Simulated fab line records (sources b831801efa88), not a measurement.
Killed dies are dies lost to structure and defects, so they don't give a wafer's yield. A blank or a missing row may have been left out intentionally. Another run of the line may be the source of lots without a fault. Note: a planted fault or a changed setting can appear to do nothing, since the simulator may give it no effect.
A struck lot beside a sound one / flow gf180mcu / 27 out of 602 route steps
Sound: wafers L848.1, L848.5, L848.6. Wafers L862.3, L862.4, L862.5 were the ones struck. At the end, the cause is stated.
At each step with rows: each side's tool, then ch and its chambers, then its first start. Under that, the readings that differ: sound wafers / struck wafers / difference of the means / sigmas: that difference in standard deviations of wafers without a fault.
alike: readings whose means differ by less than 2 such deviations, and words and numbers that are the same on both sides. not compared: withheld readings, readings that some wafer has no value for, bounds like >300 that may hide the same value, and numbers for which the record gives no deviation and whose values overlap.
The two part at a step that has a row with sigmas, a row that says differs or no value, or rows on one side only. Non-overlapping numbers with no deviation appear without sigmas and do not part them. Lack of a reading on every wafer of one side parts them only where that side has two or more wafers.

GF_DNWELL_STRIP_08: strips in O2/N2.
  sound on plasma asher-01 ch 0,1, day 4 07:06; struck on plasma asher-03 ch 0,1, day 7 10:46
  alike: chamber pressure mTorr, drypump motor current A, heater power w, oes product au, strip time to endpoint s
  not compared: rf hours counter h
GF_DNWELL_TW_MEAS_09:
  sound on film metro-04 at day 4 07:12; struck on film metro-02 at day 7 10:52
  alike: DNWELL_TW
then, 7 steps without rows for these wafers: GF_NWELL_DEHYDRATE_00 (time 60 s); GF_NWELL_HMDS_01 (prime time 60 s); GF_NWELL_COAT_02 (resist thk 3000 nm); GF_NWELL_SOFTBAKE_03; GF_NWELL_EXPOSE_04 (exposes mask Nwell, target cd 860 nm); GF_NWELL_PEB_05; GF_NWELL_DEVELOP_06 (develop time 60 s).
GF_NWELL_OVL_MEAS_07:
  sound on overlay-01 at day 4 20:29; struck on overlay-02 at day 8 02:56
reading=NWELL_OVL (nm); sound=-3.0 -2.6 -3.0; struck=0.0 0.7 2.1; difference=+3.8; sigmas=+3
then, 2 steps without rows for these wafers: GF_NWELL_IMPLANT_08; GF_NWELL_IMPLANT_09.
GF_NWELL_STRIP_10: strips in O2/N2.
  sound on plasma asher-04 ch 0,1, day 4 20:49; struck on plasma asher-02 ch 0,1, day 8 03:17
  no value came back on the struck wafers for any of 5 readings (chamber pressure mTorr (mTorr), drypump motor current A (A) and others); on the sound wafers chamber pressure mTorr (mTorr) reads 1500.7 1498.4 1502.2
reading=model.coat_of_NWELL_COAT_02.thk nm (nm); sound=0 0 0; struck=3009 2994 3003; difference=+3002; sigmas=
  not compared: rf hours counter h
GF_NWELL_TW_MEAS_11:
  sound on film metro-03 at day 4 20:55; struck on film metro-03 at day 8 03:23
  alike: NWELL_TW
then, 7 steps without rows for these wafers: GF_LVPWELL_DEHYDRATE_00 (time 60 s); GF_LVPWELL_HMDS_01 (prime time 60 s); GF_LVPWELL_COAT_02 (resist thk 3000 nm); GF_LVPWELL_SOFTBAKE_03; GF_LVPWELL_EXPOSE_04 (exposes mask LVPWELL, target cd 600 nm); GF_LVPWELL_PEB_05; GF_LVPWELL_DEVELOP_06 (develop time 60 s).
GF_LVPWELL_OVL_MEAS_07:
  sound on overlay-02 at day 5 10:45; struck on overlay-01 at day 8 19:36
  alike: LVPWELL_OVL
then, 2 steps without rows for these wafers: GF_LVPWELL_IMPLANT_08; GF_LVPWELL_IMPLANT_09.
GF_LVPWELL_STRIP_10: strips in O2/N2.
  sound on plasma asher-04 ch 0,1, day 5 11:05; struck on plasma asher-04 ch 0,1, day 8 19:58
reading=oes product au (a.u.); sound=0.721 0.719 0.722; struck=0.748 0.736 0.735; difference=+0.019; sigmas=+5
reading=strip time to endpoint s (s); sound=36.82 36.88 36.83; struck=81.42 81.24 81.45; difference=+44.53; sigmas=+99 or more
  alike: chamber pressure mTorr, drypump motor current A, heater power w
  not compared: rf hours counter h
GF_LVPWELL_TW_MEAS_11:
  sound on film metro-03 at day 5 11:11; struck on film metro-01 at day 8 20:02
reading=LVPWELL_TW; sound=555.1 558.8 550.2; struck=29.7 29.8 29.9; difference=-524.9; sigmas=-99 or more
then, 1 step without rows for these wafers: GF_MVSD_DEHYDRATE_00 (time 60 s).

## WHERE THEY PART
First at GF_NWELL_OVL_MEAS_07; last, within this record, at GF_LVPWELL_TW_MEAS_11.

WHY: the cause the simulator had injected
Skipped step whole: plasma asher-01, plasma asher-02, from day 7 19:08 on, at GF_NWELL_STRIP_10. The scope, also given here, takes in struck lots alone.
